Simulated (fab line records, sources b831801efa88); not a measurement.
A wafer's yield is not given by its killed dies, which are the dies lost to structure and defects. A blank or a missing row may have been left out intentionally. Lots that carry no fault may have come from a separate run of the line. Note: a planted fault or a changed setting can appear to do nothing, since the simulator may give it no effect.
fab line records / flow sky130
record: lots: 6 wafers: 18 last-day: 50
route steps=708 shown METAL1@457 VIA1@458 PAD_OPEN@708
lots that met no fault: taken from a fault-free run of the same line
start-h: start of the lot's first displayed wafer, in hours after the record's first day / wait-h: how many hours have passed since the lot's step before this one / " identical to the entry in the row above / L1.1+2: one row covering several wafers at once / - no value, or no start given / * or withheld: withheld / < > ~ a bound
route shown NAME@n: a module of which the file shows steps, and the number in the route of the first / usual: mean/standard deviation taken from wafers without a fault / same: alike in all rows / chamber/n: place in a boat / sites: each site's reading / _std_site: their standard deviation / _edge_site: inner sites' mean taken away from outer sites' mean / radius-mm: for every site, how far away it sits from the centre of the wafer / mask NAME#n: copy n / behind: tool/chamber where the wafer was last shaped / hold: cause of the lot's hold/its duration in hours/its outcome / device: whichever transistor did not switch (one of n, p or np) / end of line: tests of these same wafers at the route's end / a step given without rows: its recipe and nothing more / killed: dies lost to structure and defects at the first sort, not the wafer's yield / map: dies across one wafer; x = killed, . = not, _ = none there
set.NAME: setting as actually run; set.NAME@STEP: the setting as run at that earlier step / model.NAME: the simulator's own value behind a step, which no gauge read
lots at selected steps of the route; one table per step, one row per wafer
services: the hour from which a tool's chamber was out of use, counted from the record's first day as start-h (under 0 if before that day), plus the number of hours and why
== steps ==
step: SKY_METAL1_CLEAN_23
recipe: chemistry: O3/DIW dry: n2-spin
step: SKY_VIA1_HDPCVD_00
recipe: material: SiO2 target-thk-nm: 1030 sigma-open-frac: 0.3 time-s: 171.7 temp-c: 400 sih4-flow-sccm: 60 pressure-mtorr: 6
step: SKY_VIA1_THK_MEAS_01
recipe: reads: SiO2_of_VIA1_HDPCVD_00
usual: VIA1_HDPCVD_THK: 1031/9.4
lot.wafer=L547.1 tool=film-metro-02 chamber=- start-h=777.02 wait-h=0.1 VIA1_HDPCVD_THK[nm]=1041
lot.wafer=L547.2 tool=film-metro-02 chamber=- start-h=777.02 wait-h=0.1 VIA1_HDPCVD_THK[nm]=1028
lot.wafer=L547.5 tool=film-metro-02 chamber=- start-h=777.02 wait-h=0.1 VIA1_HDPCVD_THK[nm]=1029
lot.wafer=L548.1 tool=film-metro-02 chamber=- start-h=786.24 wait-h=0.1 VIA1_HDPCVD_THK[nm]=1025
lot.wafer=L548.3 tool=film-metro-02 chamber=- start-h=786.24 wait-h=0.1 VIA1_HDPCVD_THK[nm]=1045
lot.wafer=L548.5 tool=film-metro-02 chamber=- start-h=786.24 wait-h=0.1 VIA1_HDPCVD_THK[nm]=1044
lot.wafer=L553.1 tool=film-metro-03 chamber=- start-h=855.70 wait-h=0.1 VIA1_HDPCVD_THK[nm]=1024
lot.wafer=L553.3 tool=film-metro-03 chamber=- start-h=855.70 wait-h=0.1 VIA1_HDPCVD_THK[nm]=1033
lot.wafer=L553.5 tool=film-metro-03 chamber=- start-h=855.70 wait-h=0.1 VIA1_HDPCVD_THK[nm]=1033
lot.wafer=L555.2 tool=film-metro-01 chamber=- start-h=861.00 wait-h=0.1 VIA1_HDPCVD_THK[nm]=1031
lot.wafer=L555.3 tool=film-metro-01 chamber=- start-h=861.00 wait-h=0.1 VIA1_HDPCVD_THK[nm]=1035
lot.wafer=L555.6 tool=film-metro-01 chamber=- start-h=861.00 wait-h=0.1 VIA1_HDPCVD_THK[nm]=1031
lot.wafer=L562.1 tool=film-metro-01 chamber=- start-h=904.80 wait-h=0.1 VIA1_HDPCVD_THK[nm]=1056
lot.wafer=L562.3 tool=film-metro-01 chamber=- start-h=904.80 wait-h=0.1 VIA1_HDPCVD_THK[nm]=1028
lot.wafer=L562.6 tool=film-metro-01 chamber=- start-h=904.80 wait-h=0.1 VIA1_HDPCVD_THK[nm]=1041
lot.wafer=L567.2 tool=film-metro-03 chamber=- start-h=928.43 wait-h=0.1 VIA1_HDPCVD_THK[nm]=1021
lot.wafer=L567.3 tool=film-metro-03 chamber=- start-h=928.43 wait-h=0.1 VIA1_HDPCVD_THK[nm]=1027
lot.wafer=L567.5 tool=film-metro-03 chamber=- start-h=928.43 wait-h=0.1 VIA1_HDPCVD_THK[nm]=1042
step: SKY_VIA1_CMP_02
recipe: material: SiO2 down-force-psi: 4 platen-rpm: 60 pad-velocity-m-s: 0.94248
usual: motor-current-A: 12.2/1.2
lot.wafer=L547.1 tool=cmp-01 chamber=0 start-h=777.13 wait-h=0.1 motor-current-A=14.2
lot.wafer=L547.2 tool=cmp-01 chamber=1 start-h=777.13 wait-h=0.1 motor-current-A=12.0
lot.wafer=L547.5 tool=cmp-01 chamber=3 start-h=777.13 wait-h=0.1 motor-current-A=12.0
lot.wafer=L548.1 tool=cmp-02 chamber=3 start-h=786.35 wait-h=0.1 motor-current-A=10.5
lot.wafer=L548.3 tool=cmp-02 chamber=1 start-h=786.35 wait-h=0.1 motor-current-A=13.3
lot.wafer=L548.5 tool=cmp-02 chamber=3 start-h=786.35 wait-h=0.1 motor-current-A=10.0
lot.wafer=L553.3 tool=cmp-02 chamber=3 start-h=855.86 wait-h=0.1 motor-current-A=10.4
lot.wafer=L553.1 tool=cmp-02 chamber=0 start-h=855.86 wait-h=0.1 motor-current-A=11.4
lot.wafer=L553.5 tool=cmp-02 chamber=1 start-h=855.86 wait-h=0.1 motor-current-A=13.2
lot.wafer=L555.2 tool=cmp-01 chamber=3 start-h=861.05 wait-h=0.0 motor-current-A=12.3
lot.wafer=L555.3 tool=cmp-01 chamber=0 start-h=861.05 wait-h=0.0 motor-current-A=13.9
lot.wafer=L555.6 tool=cmp-01 chamber=0 start-h=861.05 wait-h=0.0 motor-current-A=13.9
lot.wafer=L562.1 tool=cmp-01 chamber=1 start-h=904.91 wait-h=0.1 motor-current-A=11.8
lot.wafer=L562.3 tool=cmp-01 chamber=3 start-h=904.91 wait-h=0.1 motor-current-A=12.1
lot.wafer=L562.6 tool=cmp-01 chamber=0 start-h=904.91 wait-h=0.1 motor-current-A=13.9
lot.wafer=L567.3 tool=cmp-02 chamber=3 start-h=928.53 wait-h=0.1 motor-current-A=10.6
lot.wafer=L567.2 tool=cmp-02 chamber=1 start-h=928.53 wait-h=0.1 motor-current-A=13.6
lot.wafer=L567.5 tool=cmp-02 chamber=3 start-h=928.53 wait-h=0.1 motor-current-A=10.1
step: SKY_VIA1_BOW_MEAS_03
recipe: mode: bow
usual: VIA1_BOW: 80/7.7
lot.wafer=L547.1 tool=film-metro-03 chamber=- start-h=777.38 wait-h=0.2 VIA1_BOW[um]=79
lot.wafer=L547.2 tool=film-metro-03 chamber=- start-h=777.38 wait-h=0.2 VIA1_BOW[um]=81
lot.wafer=L547.5 tool=film-metro-03 chamber=- start-h=777.38 wait-h=0.2 VIA1_BOW[um]=80
lot.wafer=L548.1 tool=film-metro-01 chamber=- start-h=786.60 wait-h=0.2 VIA1_BOW[um]=83
lot.wafer=L548.3 tool=film-metro-01 chamber=- start-h=786.60 wait-h=0.2 VIA1_BOW[um]=74
lot.wafer=L548.5 tool=film-metro-01 chamber=- start-h=786.60 wait-h=0.2 VIA1_BOW[um]=87
lot.wafer=L553.1 tool=film-metro-03 chamber=- start-h=856.06 wait-h=0.1 VIA1_BOW[um]=67
lot.wafer=L553.3 tool=film-metro-03 chamber=- start-h=856.06 wait-h=0.1 VIA1_BOW[um]=72
lot.wafer=L553.5 tool=film-metro-03 chamber=- start-h=856.06 wait-h=0.1 VIA1_BOW[um]=70
lot.wafer=L555.2 tool=film-metro-01 chamber=- start-h=861.37 wait-h=0.3 VIA1_BOW[um]=86
lot.wafer=L555.3 tool=film-metro-01 chamber=- start-h=861.37 wait-h=0.3 VIA1_BOW[um]=75
lot.wafer=L555.6 tool=film-metro-01 chamber=- start-h=861.37 wait-h=0.3 VIA1_BOW[um]=79
lot.wafer=L562.1 tool=film-metro-03 chamber=- start-h=905.16 wait-h=0.2 VIA1_BOW[um]=91
lot.wafer=L562.3 tool=film-metro-03 chamber=- start-h=905.16 wait-h=0.2 VIA1_BOW[um]=81
lot.wafer=L562.6 tool=film-metro-03 chamber=- start-h=905.16 wait-h=0.2 VIA1_BOW[um]=97
lot.wafer=L567.2 tool=film-metro-03 chamber=- start-h=928.80 wait-h=0.1 VIA1_BOW[um]=88
lot.wafer=L567.3 tool=film-metro-03 chamber=- start-h=928.80 wait-h=0.1 VIA1_BOW[um]=83
lot.wafer=L567.5 tool=film-metro-03 chamber=- start-h=928.80 wait-h=0.1 VIA1_BOW[um]=76
step: SKY_VIA1_DEHYDRATE_04
recipe: temp-c: 200 time-s: 60
step: SKY_VIA1_HMDS_05
recipe: prime-time-s: 60 prime-temp-c: 120
step: SKY_VIA1_COAT_06
recipe: resist: BARC temp-c: withheld time-s: withheld spin-rpm: 3000 resist-thk-nm: 60
step: SKY_VIA1_COAT_07
recipe: resist: KrF-thick spin-rpm: 3000 resist-thk-nm: 450
step: SKY_VIA1_SOFTBAKE_08
recipe: temp-c: 100 time-s: 90 resist: KrF-thick
step: SKY_VIA1_EXPOSE_09
recipe: mask-id: VIM na: 0.8 source-shape: annular sigma-inner: 0.55 sigma-outer: 0.85 target-cd-nm: 150 dose-mj: 38
step: SKY_VIA1_PEB_10
recipe: peb-temp-c: withheld peb-time-s: withheld resist: KrF-thick
step: SKY_VIA1_DEVELOP_11
recipe: develop-time-s: 60 resist: KrF-thick dev-temp-c: 21
usual: developer-temp-C: 20.97/0.094
lot.wafer=L547.1 tool=litho-track-04 chamber=0 start-h=803 wait-h=- developer-temp-C=21.06
lot.wafer=L547.2 tool=litho-track-04 chamber=0 start-h=803 wait-h=- developer-temp-C=21.19
lot.wafer=L547.5 tool=litho-track-04 chamber=0 start-h=803 wait-h=- developer-temp-C=20.98
lot.wafer=L548.1 tool=litho-track-02 chamber=0 start-h=812 wait-h=- developer-temp-C=20.89
lot.wafer=L548.3 tool=litho-track-02 chamber=0 start-h=812 wait-h=- developer-temp-C=20.93
lot.wafer=L548.5 tool=litho-track-02 chamber=0 start-h=812 wait-h=- developer-temp-C=20.78
lot.wafer=L553.1 tool=litho-track-04 chamber=0 start-h=882 wait-h=- developer-temp-C=20.04
lot.wafer=L553.3 tool=litho-track-04 chamber=0 start-h=882 wait-h=- developer-temp-C=20.21
lot.wafer=L553.5 tool=litho-track-04 chamber=0 start-h=882 wait-h=- developer-temp-C=20.24
lot.wafer=L555.2 tool=litho-track-04 chamber=0 start-h=886 wait-h=- developer-temp-C=20.17
lot.wafer=L555.3 tool=litho-track-04 chamber=0 start-h=886 wait-h=- developer-temp-C=20.17
lot.wafer=L555.6 tool=litho-track-04 chamber=0 start-h=886 wait-h=- developer-temp-C=20.00
lot.wafer=L562.1 tool=litho-track-02 chamber=0 start-h=928 wait-h=- developer-temp-C=20.87
lot.wafer=L562.3 tool=litho-track-02 chamber=0 start-h=928 wait-h=- developer-temp-C=20.91
lot.wafer=L562.6 tool=litho-track-02 chamber=0 start-h=928 wait-h=- developer-temp-C=20.96
lot.wafer=L567.2 tool=litho-track-03 chamber=0 start-h=948 wait-h=- developer-temp-C=21.03
lot.wafer=L567.3 tool=litho-track-03 chamber=0 start-h=948 wait-h=- developer-temp-C=21.04
lot.wafer=L567.5 tool=litho-track-03 chamber=0 start-h=948 wait-h=- developer-temp-C=21.00
step: SKY_VIA1_CD_MEAS_12
recipe: target-cd-nm: 150
usual: cd-nm: 149.2/1.5
lot.wafer=L547.1 tool=cd-sem-02 chamber=- start-h=803.65 wait-h=- cd-nm=151.2
lot.wafer=L547.2 tool=cd-sem-02 chamber=- start-h=803.65 wait-h=- cd-nm=151.4
lot.wafer=L547.5 tool=cd-sem-02 chamber=- start-h=803.65 wait-h=- cd-nm=151.8
lot.wafer=L548.1 tool=cd-sem-01 chamber=- start-h=813.02 wait-h=- cd-nm=147.3
lot.wafer=L548.3 tool=cd-sem-01 chamber=- start-h=813.02 wait-h=- cd-nm=147.2
lot.wafer=L548.5 tool=cd-sem-01 chamber=- start-h=813.02 wait-h=- cd-nm=148.5
lot.wafer=L553.1 tool=cd-sem-01 chamber=- start-h=882.15 wait-h=- cd-nm=147.7
lot.wafer=L553.3 tool=cd-sem-01 chamber=- start-h=882.15 wait-h=- cd-nm=146.9
lot.wafer=L553.5 tool=cd-sem-01 chamber=- start-h=882.15 wait-h=- cd-nm=146.9
lot.wafer=L555.2 tool=cd-sem-02 chamber=- start-h=886.32 wait-h=- cd-nm=149.5
lot.wafer=L555.3 tool=cd-sem-02 chamber=- start-h=886.32 wait-h=- cd-nm=148.0
lot.wafer=L555.6 tool=cd-sem-02 chamber=- start-h=886.32 wait-h=- cd-nm=148.5
lot.wafer=L562.1 tool=cd-sem-02 chamber=- start-h=928.62 wait-h=- cd-nm=151.8
lot.wafer=L562.3 tool=cd-sem-02 chamber=- start-h=928.62 wait-h=- cd-nm=151.0
lot.wafer=L562.6 tool=cd-sem-02 chamber=- start-h=928.62 wait-h=- cd-nm=150.7
lot.wafer=L567.2 tool=cd-sem-01 chamber=- start-h=948.95 wait-h=- cd-nm=149.8
lot.wafer=L567.3 tool=cd-sem-01 chamber=- start-h=948.95 wait-h=- cd-nm=150.1
lot.wafer=L567.5 tool=cd-sem-01 chamber=- start-h=948.95 wait-h=- cd-nm=148.3
step: SKY_PAD_OPEN_PROBE_99
usual: defect-limited-yield: 82.3/1.8 killed_at_M0_to_M3: 44/7.2 killed_at_M4_up: 3.1/1.8 killed-at-contacts: 24/4.5 killed-at-front-end: 16/4.4 killed-at-other: 0.2/0.42 killed-dies: 87/8.9 killed-open: 48/6.4 killed-short: 39/6.2 sort_bin_3_pad_short: 0.9/0.46 sort_bin_5_function: 10.5/1.6 sort_bin_6_memory: 6.3/1.1 sort-n-pass: 405/8.9 sort-yield-pct: 82.3/1.8
same: gross-dies: 492 killed-at-back-side: 0 sort_bin_4_leakage[%]: 0 sort_bin_8_speed[%]: 0
lot.wafer=L553.3 tool=prober-02 chamber=- start-h=1137.84 wait-h=0.2 defect-limited-yield[%]=79.5 killed_at_M0_to_M3=54 killed_at_M4_up=4 killed-at-contacts=30 killed-at-front-end=12 killed-at-other=1 killed-dies=101 killed-open=50 killed-short=51 sort_bin_3_pad_short[%]=1.2 sort_bin_5_function[%]=13.4 sort_bin_6_memory[%]=5.9 sort-n-pass=391 sort-yield-pct[%]=79.5
lot.wafer=L553.5 tool=prober-02 chamber=- start-h=1137.94 wait-h=0.2 defect-limited-yield[%]=82.3 killed_at_M0_to_M3=46 killed_at_M4_up=2 killed-at-contacts=24 killed-at-front-end=15 killed-at-other=0 killed-dies=87 killed-open=45 killed-short=42 sort_bin_3_pad_short[%]=0.4 sort_bin_5_function[%]=11.4 sort_bin_6_memory[%]=5.9 sort-n-pass=405 sort-yield-pct[%]=82.3
lot.wafer=L562.1 tool=prober-01 chamber=- start-h=1172.32 wait-h=0.1 defect-limited-yield[%]=83.9 killed_at_M0_to_M3=37 killed_at_M4_up=0 killed-at-contacts=17 killed-at-front-end=25 killed-at-other=0 killed-dies=79 killed-open=50 killed-short=29 sort_bin_3_pad_short[%]=0.2 sort_bin_5_function[%]=10.4 sort_bin_6_memory[%]=5.5 sort-n-pass=413 sort-yield-pct[%]=83.9
lot.wafer=L562.3 tool=prober-01 chamber=- start-h=1172.42 wait-h=0.2 defect-limited-yield[%]=83.7 killed_at_M0_to_M3=42 killed_at_M4_up=7 killed-at-contacts=18 killed-at-front-end=12 killed-at-other=1 killed-dies=80 killed-open=38 killed-short=42 sort_bin_3_pad_short[%]=1.0 sort_bin_5_function[%]=9.8 sort_bin_6_memory[%]=5.5 sort-n-pass=412 sort-yield-pct[%]=83.7
lot.wafer=L562.6 tool=prober-01 chamber=- start-h=1172.57 wait-h=0.2 defect-limited-yield[%]=83.3 killed_at_M0_to_M3=49 killed_at_M4_up=3 killed-at-contacts=23 killed-at-front-end=7 killed-at-other=0 killed-dies=82 killed-open=50 killed-short=32 sort_bin_3_pad_short[%]=0.6 sort_bin_5_function[%]=9.3 sort_bin_6_memory[%]=6.7 sort-n-pass=410 sort-yield-pct[%]=83.3
killed by level:class
L553.3 VIA1:geometric-particle:open=11 VIA2:geometric-particle:open=10 CONTACT:geometric-particle:open=10 VIA1:geometric-particle:short=8 LOCAL_INTERCONNECT:geometric-particle:short=7 VIA2:geometric-particle:short=7 METAL1:geometric-particle:short=6 LI_CONTACT:geometric-particle:open=5
L553.5 METAL2:geometric-particle:short=9 VIA1:geometric-particle:open=8 POLY_GATE:geometric-particle:open=7 CONTACT:geometric-particle:short=7 LI_CONTACT:geometric-particle:open=6 CONTACT:geometric-particle:open=6 METAL1:geometric-particle:short=6 VIA3:geometric-particle:open=6
L562.1 FIELD_ISO:geometric-particle:open=12 VIA2:geometric-particle:open=11 CONTACT:geometric-particle:open=8 VIA1:geometric-particle:open=7 POLY_CUT:geometric-particle:short=4 LI_CONTACT:geometric-particle:short=4 LI_CONTACT:geometric-particle:open=4 VIA1:geometric-particle:short=4
L562.3 VIA1:geometric-particle:open=11 VIA2:geometric-particle:open=8 METAL2:geometric-particle:short=7 CONTACT:geometric-particle:open=6 LI_CONTACT:geometric-particle:open=5 CONTACT:geometric-particle:short=5 METAL1:geometric-particle:short=5 POLY_GATE:geometric-particle:open=4
L562.6 LI_CONTACT:geometric-particle:open=10 CONTACT:geometric-particle:open=9 VIA1:geometric-particle:open=8 VIA2:geometric-particle:open=8 VIA3:geometric-particle:open=7 VIA2:geometric-particle:short=5 POLY_GATE:geometric-particle:open=4 LI_CONTACT:geometric-particle:short=4
== services ==
tool=cmp-01 chamber=- start-h=777.99 hours=6.8 kind=repair
tool=cmp-01 chamber=- start-h=796.39 hours=1.4 kind=repair
tool=cmp-01 chamber=- start-h=810.30 hours=6.4 kind=pm
tool=cmp-01 chamber=- start-h=841.40 hours=1.2 kind=repair
tool=cmp-01 chamber=- start-h=877.12 hours=0.8 kind=repair
tool=cmp-01 chamber=- start-h=893.01 hours=11.3 kind=pm
tool=cmp-02 chamber=- start-h=904.43 hours=4.9 kind=pm
tool=cmp-02 chamber=- start-h=910.79 hours=0.9 kind=repair
tool=cmp-01 chamber=- start-h=912.28 hours=4.0 kind=pm
tool=cmp-01 chamber=- start-h=913.06 hours=0.9 kind=repair
tool=cmp-01 chamber=- start-h=916.28 hours=- kind=consumable-replace:conditioner
tool=cmp-01 chamber=- start-h=916.28 hours=- kind=consumable-replace:pad
== key ==
first-sign: step: SKY_VIA1_DEVELOP_11 reading: developer-temp-C direction: down sigmas: 8.9 usual: * struck: *
effect none on later readings
met-at SKY_VIA1_DEVELOP_11
struck-wafers L553.1,L553.3,L553.5,L555.2,L555.3,L555.6
onset-between 803 882
fault: kind: process-parameter-drift tool: litho-track-04 chamber: - onset-h: 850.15 steps: SKY_VIA1_DEVELOP_11 channel: dev-temp-c offset: * shape: step end-h: 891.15 acts-in: * stated: *
